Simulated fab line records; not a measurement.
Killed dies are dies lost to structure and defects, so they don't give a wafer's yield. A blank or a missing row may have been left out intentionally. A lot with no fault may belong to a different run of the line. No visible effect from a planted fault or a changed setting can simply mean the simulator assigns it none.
fab line records	flow sky130
record lots=6	wafers=18	last-day=50
route steps=708 shown SONOS_ONO@176 GATE_OXIDE@187 POLY_GATE@204 PAD_OPEN@708
lots that met no fault: from a run of the same line without faults
start-h: hours from the record's opening day to when the first of the lot's shown wafers began	wait-h: hours since the lot's step before	" repeats the value in the row above	L1.1+2: a single row standing in for several wafers	- no value, or no start was given	* or withheld: withheld	< > ~ a bound
route shown NAME@n: NAME is a module with steps in the file, n the number in the route of the first one	usual: mean/standard deviation of fault-free wafers	same: alike in all rows	chamber/n: place in a boat	sites: readings site by site	_std_site: standard deviation of those values	_edge_site: outer sites' mean less inner sites'	radius-mm: how far each site lies from the wafer's centre	mask NAME#n: copy n	behind: the most recent tool/chamber to have shaped the wafer	hold: cause of the lot's hold/its duration in hours/its outcome	device: whichever transistor did not switch (one of n, p or np)	end of line: tests of these same wafers at the route's end	step lacking rows: just its recipe	killed: not the wafer's yield, but the dies lost to structure and defects at the first sort	map: shows each die of a wafer: x if killed, . if not, _ if none is there
set.NAME: the setting as run; set.NAME@STEP: as run at that earlier step	model.NAME: the simulator's own value behind a step, which no gauge read
lots at some steps of the route; a table a step, a row a wafer
services: from which hour (start-h, from the record's first day; less than 0 if before it) a tool's chamber was out of use, for how many hours, and why
## steps
# step SKY_SONOS_ONO_COAT_08
# recipe resist=NOVOLAK	spin-rpm=3000	resist-thk-nm=1140
# step SKY_SONOS_ONO_SOFTBAKE_09
# recipe temp-c=90	time-s=60	resist=NOVOLAK
# step SKY_SONOS_ONO_EXPOSE_10
# recipe mask-id=ONOM	target-cd-nm=410	na=0.6	source-shape=conventional	sigma-outer=0.6	dose-mj=150
# step SKY_SONOS_ONO_PEB_11
# recipe temp-c=withheld	time-s=*	resist=NOVOLAK
# step SKY_SONOS_ONO_DEVELOP_12
# recipe develop-time-s=60	dev-temp-c=23
# step SKY_SONOS_ONO_CD_MEAS_13
# recipe target-cd-nm=410
# usual cd-nm=409.6/2.1
lot.wafer	tool	chamber	start-h	wait-h	cd-nm
L526.2	cd-sem-01	-	283.00	0.1	408.8
L526.3	"	-	"	"	410.2
L526.4	"	-	"	"	410.3
L542.1	cd-sem-01	-	412.05	0.1	410.8
L542.2	"	-	"	"	412.1
L542.4	"	-	"	"	409.7
L544.1	cd-sem-01	-	431.35	0.1	409.1
L544.2	"	-	"	"	406.8
L544.4	"	-	"	"	408.1
L545.2	cd-sem-01	-	434.23	0.1	410.4
L545.5	"	-	"	"	409.8
L545.6	"	-	"	"	411.4
L546.2	cd-sem-01	-	446.68	0.1	409.0
L546.4	"	-	"	"	413.2
L546.5	"	-	"	"	411.7
L549.1	cd-sem-01	-	465.13	0.1	409.1
L549.2	"	-	"	"	408.8
L549.5	"	-	"	"	410.4
# step SKY_SONOS_ONO_OVL_MEAS_14
# usual SONOS_ONO_OVL=-0.6/1.3
lot.wafer	tool	chamber	start-h	wait-h	SONOS_ONO_OVL[nm]
L526.2	overlay-01	-	283.11	0.1	-0.5
L526.3	"	-	"	"	0.4
L526.4	"	-	"	"	0.7
L542.1	overlay-02	-	412.17	0.1	1.1
L542.2	"	-	"	"	2.5
L542.4	"	-	"	"	-1.3
L544.1	overlay-01	-	431.47	0.1	-1.8
L544.2	"	-	"	"	-2.1
L544.4	"	-	"	"	-2.7
L545.2	overlay-01	-	434.34	0.1	-1.6
L545.5	"	-	"	"	-1.0
L545.6	"	-	"	"	0.7
L546.2	overlay-01	-	446.79	0.1	-0.6
L546.4	"	-	"	"	0.0
L546.5	"	-	"	"	-0.8
L549.1	overlay-01	-	465.25	0.1	-0.7
L549.2	"	-	"	"	-1.3
L549.5	"	-	"	"	-0.7
# step SKY_SONOS_ONO_ETCH_15
# recipe target-depth-nm=19.52	chemistry=CHF3/O2	source-w=600	bias-w=200	pressure-mtorr=40	chf3-flow-sccm=50	O2_flow_sccm=5	time-s=7.8
# usual O2_flow_sccm=4.998/0.013	drypump-motor-current-A=5.7/0.41	oes-product-au=1.001/0.012	throttle-valve-pct=8.825/0.01
lot.wafer	tool	chamber	start-h	wait-h	O2_flow_sccm	drypump-motor-current-A	oes-product-au	rf-hours-counter-h	throttle-valve-pct
L526.2	rie-diel-04	0	283.14	0.0	5.002	5.7	0.992	5	8.824
L526.3	"	3	"	"	5.004	5.7	1.007	1	8.844
L526.4	"	2	"	"	4.985	5.7	1.008	-	8.815
L542.1	rie-diel-01	0	412.20	0.0	5.018	6.0	0.974	12	8.828
L542.2	"	3	"	"	5.001	5.5	1.003	3	8.829
L542.4	"	2	"	"	5.001	5.9	0.994	-	8.827
L544.1	rie-diel-01	1	431.50	0.0	4.980	5.7	0.997	0	8.799
L544.2	"	3	"	"	4.971	5.5	1.019	3	8.843
L544.4	"	0	"	"	5.000	6.0	0.976	12	8.828
L545.2	rie-diel-01	1	434.37	0.0	4.995	5.7	1.005	0	8.821
L545.5	"	1	"	"	5.015	5.7	1.007	-	8.823
L545.6	"	0	"	"	4.994	6.0	0.986	-	8.831
L546.2	rie-diel-04	1	446.82	0.0	5.011	6.5	0.992	69	8.809
L546.4	"	3	"	"	5.007	5.7	1.012	4	8.822
L546.5	"	0	"	"	5.000	5.7	0.989	-	8.813
L549.1	rie-diel-04	0	465.29	0.0	5.007	5.7	0.984	8	8.800
L549.2	"	1	"	"	5.000	6.5	1.001	69	8.827
L549.5	"	0	"	"	5.009	5.7	0.985	-	8.808
# step SKY_SONOS_ONO_WET_ETCH_16
# recipe chemistry=dHF	target-depth-nm=14	dry=n2-spin	target=SiO2	dilution=100:1	temp-c=25	time-s=276
# step SKY_SONOS_ONO_STRIP_17
# recipe chemistry=O2/N2	power-w=1400	pressure-mtorr=1500	platen-temp-c=withheld	o2-flow-sccm=3000	n2-flow-sccm=300	overash-fraction=0.5
# usual drypump-motor-current-A=6.1/0.42	oes-product-au=0.711/0.0044	strip-time-to-endpoint-s=14.10/0.038
lot.wafer	tool	chamber	start-h	wait-h	drypump-motor-current-A	oes-product-au	rf-hours-counter-h	strip-time-to-endpoint-s
L526.2	plasma-asher-01	0	283.24	0.0	5.4	0.714	60	14.09
L526.3	"	0	"	"	5.4	0.716	-	14.12
L526.4	"	1	"	"	6.2	0.712	-	14.13
L542.1	plasma-asher-01	1	412.32	0.0	6.3	0.708	74	14.14
L542.2	"	0	"	"	5.4	0.709	74	14.11
L542.4	"	1	"	"	6.2	0.714	-	14.13
L544.1	plasma-asher-01	0	431.61	0.0	5.4	0.720	74	14.14
L544.2	"	1	"	"	6.2	0.714	74	14.21
L544.4	"	0	"	"	5.4	0.708	-	14.19
L545.2	plasma-asher-03	0	434.48	0.0	5.7	0.711	0	14.12
L545.5	"	0	"	"	5.8	0.716	-	14.08
L545.6	"	1	"	"	6.8	0.714	-	14.12
L546.2	plasma-asher-01	0	446.93	0.0	5.5	0.710	76	14.07
L546.4	"	1	"	"	6.3	0.711	-	14.11
L546.5	"	0	"	"	5.5	0.715	-	14.11
L549.1	plasma-asher-03	0	465.39	0.0	5.8	0.714	4	14.11
L549.2	"	1	"	"	6.8	0.718	4	14.04
L549.5	"	0	"	"	5.7	0.702	-	14.08
# step SKY_SONOS_ONO_WET_ETCH_18
# recipe chemistry=H3PO4	target-depth-nm=15	target=Si3N4	temp-c=160	time-s=172
# step SKY_GATE_OXIDE_CLEAN_00
# recipe chemistry=SC1/SC2	mix=1:4:20	temp-c=70	time-s=150	dry=n2-spin
# step SKY_GATE_OXIDE_OXIDATION_01
# recipe temp-c=900	ambient=O2	stabilise-s=600	purge-s=300	target-thk-a=102.68	ox-time-s=1473
# usual ox-temp-c=900.0/0.39	spike-tc-centre-C=901.8/1.2	tube-center-temp-C=899.99/0.081
lot.wafer	tool	chamber	start-h	wait-h	ox-temp-c	spike-tc-centre-C	tube-center-temp-C
L526.2	furnace-01	0	284.05	0.6	900.0	899.6	899.97
L526.3	"	0	"	"	900.4	901.6	900.04
L526.4	"	0	"	"	900.6	900.2	899.99
L542.1	furnace-01	0	413.14	0.6	900.2	900.0	899.84
L542.2	"	0	"	"	900.1	901.5	900.21
L542.4	"	0	"	"	899.6	902.6	899.87
L542.1	furnace-02	0	414.79	0.2	899.7	902.1	899.99
L542.2	"	0	"	"	899.6	900.8	899.96
L542.4	"	0	"	"	899.8	903.5	900.04
L544.1	furnace-02	0	432.37	0.6	900.0	903.7	899.97
L544.2	"	0	"	"	899.5	903.8	900.03
L544.4	"	0	"	"	899.6	902.1	900.08
L544.1	furnace-02	0	434.68	0.9	900.0	902.1	899.99
L544.2	"	0	"	"	899.4	904.4	899.95
L544.4	"	0	"	"	900.0	902.3	900.02
L545.2	furnace-02	0	434.68	0.0	899.6	902.8	900
L545.5	"	0	"	"	899.9	902.9	900.08
L545.6	"	0	"	"	899.6	903.7	900.04
L546.2	furnace-01	0	447.82	0.7	899.6	902.6	900
L546.4	"	0	"	"	899.3	900.6	899.92
L546.5	"	0	"	"	899.7	901.3	899.9
L549.1	furnace-01	0	466.47	0.9	900.0	902.4	900.02
L549.2	"	0	"	"	900.1	900.2	899.97
L549.5	"	0	"	"	900.3	901.2	899.93
# step SKY_GATE_OXIDE_THK_MEAS_02
# recipe reads=SiO2_of_GATE_OXIDE_OXIDATION_01
# usual GATE_OXIDE_OXIDATION_00_THK=10.28/0.21
lot.wafer	tool	chamber	start-h	wait-h	GATE_OXIDE_OXIDATION_00_THK[nm]
L526.2	film-metro-02	-	285.47	0.0	10.23
L526.3	"	-	"	"	10.23
L526.4	"	-	"	"	10.29
L542.1	film-metro-02	-	416.20	0.0	16.93
L542.2	"	-	"	"	16.94
L542.4	"	-	"	"	16.93
L544.1	film-metro-03	-	436.09	0.0	17.38
L544.2	"	-	"	"	17.32
L544.4	"	-	"	"	17.91
L545.2	film-metro-01	-	436.10	0.0	10.47
L545.5	"	-	"	"	10.24
L545.6	"	-	"	"	10.42
L546.2	film-metro-03	-	449.24	0.0	10.59
L546.4	"	-	"	"	10.41
L546.5	"	-	"	"	10.44
L549.1	film-metro-02	-	467.88	0.0	10.39
L549.2	"	-	"	"	10.38
L549.5	"	-	"	"	10.36
# step SKY_GATE_OXIDE_DEHYDRATE_03
# recipe temp-c=200	time-s=60
# step SKY_GATE_OXIDE_HMDS_04
# recipe prime-time-s=60	prime-temp-c=120
# step SKY_GATE_OXIDE_COAT_05
# recipe resist=NOVOLAK	spin-rpm=3000	resist-thk-nm=1140
# step SKY_GATE_OXIDE_SOFTBAKE_06
# recipe temp-c=90	time-s=60	resist=NOVOLAK
# step SKY_GATE_OXIDE_EXPOSE_07
# recipe mask-id=LVOM	na=0.6	source-shape=conventional	sigma-outer=0.6	polarization=unpolarized	target-cd-nm=600	dose-mj=170
# step SKY_GATE_OXIDE_PEB_08
# recipe temp-c=withheld	time-s=*	resist=NOVOLAK
# step SKY_GATE_OXIDE_DEVELOP_09
# recipe resist=NOVOLAK	developer=TMAH	develop-time-s=60	dev-temp-c=23
# step SKY_GATE_OXIDE_OVL_MEAS_10
# usual GATE_OXIDE_OVL=0.2/1.4
lot.wafer	tool	chamber	start-h	wait-h	GATE_OXIDE_OVL[nm]
L526.2	overlay-02	-	310.39	0.1	-1.0
L526.3	"	-	"	"	0.9
L526.4	"	-	"	"	-0.8
L542.1	overlay-02	-	444.95	0.1	4.0
L542.2	"	-	"	"	3.4
L542.4	"	-	"	"	1.9
L544.1	overlay-02	-	465.10	0.1	2.4
L544.2	"	-	"	"	1.7
L544.4	"	-	"	"	1.4
L545.2	overlay-02	-	467.69	0.1	-0.6
L545.5	"	-	"	"	-1.7
L545.6	"	-	"	"	-1.7
L546.2	overlay-02	-	480.34	0.1	1.2
L546.4	"	-	"	"	0.2
L546.5	"	-	"	"	0.6
L549.1	overlay-01	-	497.98	0.1	-0.5
L549.2	"	-	"	"	-1.6
L549.5	"	-	"	"	-1.3
# step SKY_GATE_OXIDE_IMPLANT_11
# recipe species=B	energy-kev=10	dose-cm2=2.6e+12	tilt-deg=withheld
# step SKY_GATE_OXIDE_WET_ETCH_12
# recipe chemistry=dHF	target-depth-nm=16.8	dry=n2-spin	target=SiO2	dilution=100:1	temp-c=25	time-s=336
# step SKY_GATE_OXIDE_STRIP_13
# recipe chemistry=O2/N2	power-w=1400	pressure-mtorr=1500	platen-temp-c=withheld	o2-flow-sccm=3000	n2-flow-sccm=300	overash-fraction=0.5
# usual drypump-motor-current-A=6.0/0.57	oes-product-au=0.715/0.0046	strip-time-to-endpoint-s=14.18/0.047
lot.wafer	tool	chamber	start-h	wait-h	drypump-motor-current-A	oes-product-au	rf-hours-counter-h	strip-time-to-endpoint-s
L526.2	plasma-asher-03	1	310.67	0.0	6.8	0.720	61	14.23
L526.3	"	0	"	"	5.8	0.706	-	14.20
L526.4	"	1	"	"	6.8	0.714	-	14.23
L542.1	plasma-asher-04	1	445.23	0.0	5.4	0.714	33	14.10
L542.2	"	0	"	"	5.0	0.717	33	14.17
L542.4	"	0	"	"	5.0	0.725	-	14.14
L544.1	plasma-asher-04	0	465.39	0.0	5.0	0.712	36	14.12
L544.2	"	1	"	"	5.4	0.721	36	14.16
L544.4	"	1	"	"	5.4	0.710	-	14.17
L545.2	plasma-asher-03	1	467.97	0.0	6.8	0.713	5	14.11
L545.5	"	1	"	"	6.8	0.720	-	14.15
L545.6	"	0	"	"	5.7	0.708	-	14.14
L546.2	plasma-asher-02	1	480.62	0.0	6.2	0.712	66	14.09
L546.4	"	1	"	"	6.2	0.719	-	14.10
L546.5	"	1	"	"	6.2	0.709	-	14.14
L549.1	plasma-asher-02	1	498.28	0.0	6.2	0.714	67	14.13
L549.2	"	0	"	"	6.3	0.716	67	14.20
L549.5	"	0	"	"	6.3	0.720	-	14.16
# step SKY_GATE_OXIDE_TW_MEAS_14
# usual GATE_OXIDE_TW=225/3.2
lot.wafer	tool	chamber	start-h	wait-h	GATE_OXIDE_TW
L526.2	film-metro-02	-	310.78	0.1	224
L526.3	"	-	"	"	223
L526.4	"	-	"	"	223
L542.1	film-metro-02	-	445.33	0.1	225
L542.2	"	-	"	"	225
L542.4	"	-	"	"	223
L544.1	film-metro-03	-	465.49	0.1	230
L544.2	"	-	"	"	229
L544.4	"	-	"	"	230
L545.2	film-metro-03	-	468.08	0.1	229
L545.5	"	-	"	"	230
L545.6	"	-	"	"	231
L546.2	film-metro-02	-	480.73	0.1	225
L546.4	"	-	"	"	225
L546.5	"	-	"	"	225
L549.1	film-metro-01	-	498.38	0.1	222
L549.2	"	-	"	"	223
L549.5	"	-	"	"	221
# step SKY_GATE_OXIDE_CLEAN_15
# recipe chemistry=SC1/SC2	mix=1:4:20	temp-c=70	time-s=150	dry=n2-spin
lot.wafer	tool	chamber	start-h	wait-h	model.SiO2_of_GATE_OXIDE_OXIDATION_01.thk-nm
L526.2	wet-bench-01	1	310.83	0.0	9.868
L526.3	"	1	"	"	9.883
L526.4	"	1	"	"	9.967
L542.1+2	wet-bench-04	2	445.39	0.1	16.61
L542.4	"	2	"	"	16.58
L544.1	wet-bench-04	1	465.55	0.1	17.05
L544.2	"	1	"	"	16.98
L544.4	"	1	"	"	17.53
L545.2	wet-bench-04	1	468.13	0.0	10.1
L545.5	"	1	"	"	9.955
L545.6	"	1	"	"	10.06
L546.2	wet-bench-01	2	480.78	0.0	10.27
L546.4	"	2	"	"	10.02
L546.5	"	2	"	"	10.14
L549.1	wet-bench-03	0	498.44	0.1	10.02
L549.2	"	0	"	"	10.05
L549.5	"	0	"	"	10.01
# step SKY_GATE_OXIDE_OXIDATION_16
# recipe temp-c=800	ambient=O2	idle-temp-c=700	ramp-up-c-per-min=10	ramp-down-c-per-min=3	stabilise-s=600	purge-s=300	target-thk-a=35.7	ox-time-s=1915
# usual ox-temp-c=800.0/0.39	spike-tc-centre-C=801.8/1.2	tube-center-temp-C=800/0.071
lot.wafer	tool	chamber	start-h	wait-h	ox-temp-c	spike-tc-centre-C	tube-center-temp-C	model.SiO2_of_GATE_OXIDE_OXIDATION_01.thk-nm
L526.2	furnace-01	0	312.46	1.6	799.4	802.1	800.04	11.57
L526.3	"	0	"	"	799.7	801.5	800.02	11.59
L526.4	"	0	"	"	800.0	801.0	799.94	11.67
L542.1	furnace-01	0	446.29	0.8	799.9	800.4	799.89	17.86
L542.2	"	0	"	"	799.6	803.1	800.13	17.89
L542.4	"	0	"	"	799.6	800.0	799.99	17.87
L544.1	furnace-02	0	466.46	0.9	800.2	801.9	799.86	18.33
L544.2	"	0	"	"	799.6	802.7	800.09	18.28
L544.4	"	0	"	"	800.2	802.1	800	18.8
L545.2	furnace-01	0	469.05	0.9	800.0	802.1	800.12	11.76
L545.5	"	0	"	"	800.2	799.4	799.82	11.62
L545.6	"	0	"	"	799.8	800.7	800.02	11.7
L546.2	furnace-02	0	480.83	0.0	799.8	801.8	799.9	11.94
L546.4	"	0	"	"	799.7	802.0	799.98	11.68
L546.5	"	0	"	"	799.6	803.8	799.99	11.81
L549.1	furnace-02	0	498.54	0.0	800.2	803.9	800.05	11.71
L549.2	"	0	"	"	799.6	803.3	800.03	11.79
L549.5	"	0	"	"	799.8	800.8	799.88	11.72
# step SKY_POLY_GATE_CVD_00
# recipe material=poly-Si	target-thk-nm=180	temp-c=620	time-s=720	pressure-mtorr=200
# step SKY_PAD_OPEN_PROBE_99
# usual killed_at_M0_to_M3=44/7.4	killed_at_M4_up=3.2/1.8	killed-at-contacts=25/5.2	killed-at-front-end=15/4.5	killed-at-other=0.2/0.43	killed-dies=87/9.6	killed-open=48/7.6	killed-short=40/5.7
# same gross-dies=492	killed-at-back-side=0
lot.wafer	tool	chamber	start-h	wait-h	killed_at_M0_to_M3	killed_at_M4_up	killed-at-contacts	killed-at-front-end	killed-at-other	killed-dies	killed-open	killed-short	model.etest.nfet_16v.r-on-ohm-um	model.etest.tip-sonos.rs-ohm-sq	model.etest.pfet_16v.r-on-ohm-um	model.etest.pfet-g5v0d10v5.r-on-ohm-um	model.etest.nfet-g5v0d10v5.r-on-ohm-um	model.etest.tip-p.rs-ohm-sq	model.etest.pfet_01v8.r-on-ohm-um	model.etest.nfet-g5v0d10v5.drive-ua-um
L526.2	prober-01	-	1077.28	0.1	40	6	15	21	0	82	46	36	1.393e+04	2727	1.55e+04	4794	1855	6729	2860	617.4
L526.3	prober-01	-	1077.33	0.2	41	3	24	15	1	84	43	41	1.416e+04	2706	1.552e+04	4827	1879	6692	2896	608.8
L526.4	prober-01	-	1077.38	0.2	55	6	21	11	0	93	59	34	1.415e+04	2734	1.546e+04	4770	1870	6719	2910	606.3
L542.1	prober-01	-	1171.08	0.1	48	6	15	9	0	78	40	38	1.727e+04	5360	1.724e+04	6191	2423	7059	3026	395.2
L542.2	prober-01	-	1171.13	0.1	52	4	30	10	0	96	52	44	1.747e+04	5378	1.763e+04	6221	2415	7077	3032	395.7
L542.4	prober-01	-	1171.23	0.2	37	6	19	12	0	74	37	37	1.732e+04	5475	1.724e+04	6262	2427	7134	2992	397.1
L544.1	prober-01	-	1179.35	0.1	53	4	24	9	0	90	44	46	1.77e+04	5437	1.736e+04	6414	2518	7170	3263	383.1
L544.2	prober-01	-	1179.40	0.1	62	5	37	12	0	116	64	52	1.764e+04	5273	1.752e+04	6342	2478	7090	3180	384.1
L544.4	prober-01	-	1179.50	0.2	67	4	27	13	0	111	62	49	1.791e+04	5875	1.789e+04	6515	2526	7126	3251	374.6
L545.2	prober-02	-	1180.56	0.1	40	1	28	18	1	88	53	35	1.419e+04	2718	1.507e+04	4758	1897	6750	2770	602.8
L545.5	prober-02	-	1180.71	0.2	37	1	29	11	0	78	39	39	1.417e+04	2687	1.532e+04	4723	1909	6792	2875	599
L545.6	prober-02	-	1180.76	0.2	46	3	18	11	0	78	39	39	1.422e+04	2672	1.524e+04	4835	1883	6792	2815	600.9
L546.2	prober-01	-	1188.07	0.1	30	3	23	15	0	71	35	36	1.423e+04	2696	1.504e+04	4700	1900	6735	2893	592.9
L546.4	prober-01	-	1188.17	0.2	44	2	24	18	0	88	49	39	1.419e+04	2614	1.496e+04	4648	1876	6767	2872	610.8
L546.5	prober-01	-	1188.22	0.2	38	6	27	11	0	82	49	33	1.431e+04	2682	1.515e+04	4758	1891	6726	2901	605.4
L549.1	prober-02	-	1195.98	0.1	58	1	23	15	0	97	49	48	1.41e+04	2734	1.508e+04	4752	1876	6724	2861	607.9
L549.2	prober-02	-	1196.03	0.1	46	1	18	15	0	80	46	34	1.422e+04	2819	1.481e+04	4796	1888	6763	2871	594.8
L549.5	prober-02	-	1196.18	0.2	47	4	23	10	0	84	47	37	1.427e+04	2782	1.53e+04	4759	1903	6729	2867	596.3
# killed by level:class
L526.2 VIA1:geometric-particle:open=9 VIA2:geometric-particle:open=8 LI_CONTACT:geometric-particle:open=6 METAL1:geometric-particle:short=6 POLY_GATE:geometric-particle:open=5 CONTACT:geometric-particle:open=4 POLY_GATE:geometric-particle:short=4 METAL2:geometric-particle:short=4
L526.3 CONTACT:geometric-particle:open=9 VIA2:geometric-particle:open=8 VIA1:geometric-particle:open=7 METAL2:geometric-particle:short=6 FIELD_ISO:geometric-particle:open=5 VIA3:geometric-particle:open=5 CONTACT:geometric-particle:short=5 FIELD_ISO:geometric-particle:short=4
L526.4 VIA1:geometric-particle:open=13 VIA3:geometric-particle:open=11 VIA2:geometric-particle:open=9 LI_CONTACT:geometric-particle:open=7 CONTACT:geometric-particle:open=7 VIA1:geometric-particle:short=6 POLY_GATE:geometric-particle:short=4 METAL3:geometric-particle:short=4
L542.1 VIA1:geometric-particle:open=13 VIA3:geometric-particle:open=8 VIA3:geometric-particle:short=6 METAL1:geometric-particle:short=5 LI_CONTACT:geometric-particle:open=4 LOCAL_INTERCONNECT:geometric-particle:short=4 VIA2:geometric-particle:open=4 VIA1:geometric-particle:short=4
L542.2 CONTACT:geometric-particle:open=12 VIA1:geometric-particle:open=10 VIA1:geometric-particle:short=9 VIA3:geometric-particle:open=8 LI_CONTACT:geometric-particle:open=7 VIA2:geometric-particle:open=6 LOCAL_INTERCONNECT:geometric-particle:short=5 CONTACT:geometric-particle:short=5
L542.4 LI_CONTACT:geometric-particle:open=7 VIA3:geometric-particle:open=7 VIA1:geometric-particle:open=7 METAL2:geometric-particle:short=6 VIA2:geometric-particle:open=5 POLY_GATE:geometric-particle:short=4 LOCAL_INTERCONNECT:geometric-particle:short=4 CONTACT:geometric-particle:open=4
L544.1 CONTACT:geometric-particle:open=11 METAL1:geometric-particle:short=10 VIA1:geometric-particle:open=8 VIA3:geometric-particle:open=7 LOCAL_INTERCONNECT:geometric-particle:short=5 METAL2:geometric-particle:short=5 VIA2:geometric-particle:short=5 LI_CONTACT:geometric-particle:open=4
L544.2 VIA1:geometric-particle:open=13 VIA2:geometric-particle:open=11 VIA1:geometric-particle:short=10 VIA3:geometric-particle:open=9 LOCAL_INTERCONNECT:geometric-particle:short=8 CONTACT:geometric-particle:open=8 LI_CONTACT:geometric-particle:open=7 LOCAL_INTERCONNECT:geometric-particle:open=5
L544.4 VIA1:geometric-particle:open=17 CONTACT:geometric-particle:open=10 VIA3:geometric-particle:short=10 METAL2:geometric-particle:short=9 LI_CONTACT:geometric-particle:open=8 VIA2:geometric-particle:open=8 VIA3:geometric-particle:open=7 LOCAL_INTERCONNECT:geometric-particle:short=6
L545.2 CONTACT:geometric-particle:open=10 VIA1:geometric-particle:short=9 VIA1:geometric-particle:open=8 LI_CONTACT:geometric-particle:open=7 LOCAL_INTERCONNECT:geometric-particle:short=6 VIA3:geometric-particle:open=6 POLY_GATE:geometric-particle:open=5 VIA2:geometric-particle:open=5
L545.5 CONTACT:geometric-particle:open=8 VIA1:geometric-particle:open=8 FIELD_ISO:geometric-particle:short=6 CONTACT:geometric-particle:short=6 LI_CONTACT:geometric-particle:open=6 LI_CONTACT:geometric-particle:short=5 METAL1:geometric-particle:short=5 VIA1:geometric-particle:short=4
L545.6 VIA1:geometric-particle:open=13 VIA3:geometric-particle:open=11 CONTACT:geometric-particle:open=6 POLY_GATE:geometric-particle:short=5 VIA3:geometric-particle:short=4 LI_CONTACT:geometric-particle:short=4 LI_CONTACT:geometric-particle:open=4 METAL3:geometric-particle:short=4
L546.2 CONTACT:geometric-particle:open=10 METAL1:geometric-particle:short=7 POLY_GATE:geometric-particle:short=6 VIA1:geometric-particle:open=6 VIA2:geometric-particle:open=5 LOCAL_INTERCONNECT:geometric-particle:short=5 FIELD_ISO:geometric-particle:open=4 CONTACT:geometric-particle:short=4
L546.4 CONTACT:geometric-particle:open=12 VIA1:geometric-particle:open=8 POLY_GATE:geometric-particle:open=6 METAL1:geometric-particle:short=6 VIA2:geometric-particle:open=6 CONTACT:geometric-particle:short=5 METAL2:geometric-particle:short=5 FIELD_ISO:geometric-particle:short=4
L546.5 LI_CONTACT:geometric-particle:open=10 VIA1:geometric-particle:open=9 CONTACT:geometric-particle:open=8 VIA3:geometric-particle:open=7 METAL2:geometric-particle:short=5 METAL4:geometric-particle:short=5 LOCAL_INTERCONNECT:geometric-particle:short=4 METAL1:geometric-particle:short=4
L549.1 VIA1:geometric-particle:open=12 METAL1:geometric-particle:short=9 LI_CONTACT:geometric-particle:open=7 VIA2:geometric-particle:open=7 VIA3:geometric-particle:open=7 CONTACT:geometric-particle:open=5 VIA1:geometric-particle:short=5 METAL2:geometric-particle:short=5
L549.2 VIA1:geometric-particle:open=10 VIA3:geometric-particle:open=6 CONTACT:geometric-particle:open=6 METAL1:geometric-particle:short=6 VIA1:geometric-particle:short=6 LI_CONTACT:geometric-particle:open=5 METAL3:geometric-particle:short=5 FIELD_ISO:geometric-particle:open=4
L549.5 VIA1:geometric-particle:open=14 CONTACT:geometric-particle:open=10 METAL2:geometric-particle:short=7 VIA2:geometric-particle:short=6 VIA3:geometric-particle:open=6 LOCAL_INTERCONNECT:geometric-particle:short=5 METAL3:geometric-particle:short=4 FIELD_ISO:geometric-particle:open=3
## services
tool	chamber	start-h	hours	kind
plasma-asher-01	-	261.90	2.4	repair
rie-diel-04	3	262.08	5.5	repair
plasma-asher-03	-	269.32	1.4	repair
plasma-asher-02	-	272.30	10.8	repair
rie-diel-04	1	276.82	18.4	repair
plasma-asher-03	-	314.18	2.8	pm
rie-diel-04	-	319.53	2.8	pm
rie-diel-01	2	320.62	3.1	repair
rie-diel-04	2	323.63	16.6	repair
rie-diel-04	1	325.44	4.7	repair
rie-diel-04	1	333.34	1.4	repair
furnace-02	-	334.73	4.5	pm
rie-diel-04	3	345.24	5.5	repair
furnace-02	-	362.97	3.4	pm
plasma-asher-02	-	378.95	1.7	repair
furnace-01	-	384.91	5.0	pm
plasma-asher-03	-	386.08	3.9	repair
rie-diel-04	2	394.00	3.2	repair
rie-diel-04	1	396.01	8.5	repair
plasma-asher-01	-	414.34	14.6	pm
plasma-asher-03	-	421.25	9.0	pm
rie-diel-01	2	422.46	1.4	repair
plasma-asher-02	-	439.47	21.2	repair
plasma-asher-01	-	453.33	28.1	pm
## key
first-sign step=SKY_GATE_OXIDE_OXIDATION_01	reading=visit	direction=added
effect step=SKY_GATE_OXIDE_THK_MEAS_02	reading=GATE_OXIDE_OXIDATION_00_THK	direction=up	sigmas=33	usual=10.28	struck=17.23
model-effect step=SKY_GATE_OXIDE_CLEAN_15	value=SiO2_of_GATE_OXIDE_OXIDATION_01.thk-nm	without=10.25	struck=16.9
model-effect step=SKY_GATE_OXIDE_OXIDATION_16	value=SiO2_of_GATE_OXIDE_OXIDATION_01.thk-nm	without=11.92	struck=18.17
model-effect step=SKY_PAD_OPEN_PROBE_99	value=etest.nfet_16v.r-on-ohm-um	without=1.408e+04	struck=1.755e+04
met-at SKY_GATE_OXIDE_OXIDATION_01
struck-wafers L542.1,L542.2,L542.4,L544.1,L544.2,L544.4
tester-left-out L542,L544
fault kind=repeated-step-whole	tool=furnace-01,furnace-02	chamber=-	onset-h=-	steps=SKY_GATE_OXIDE_OXIDATION_01	times=1	scope=struck-lots-only
# tester-left-out: of these lots the tester's yield and bins aren't shown, on N5 and GAA mostly nor the transistor test; their killed dies are dies lost to structure and defects alone, not to doping, threshold or leakage, so they don't give the yield
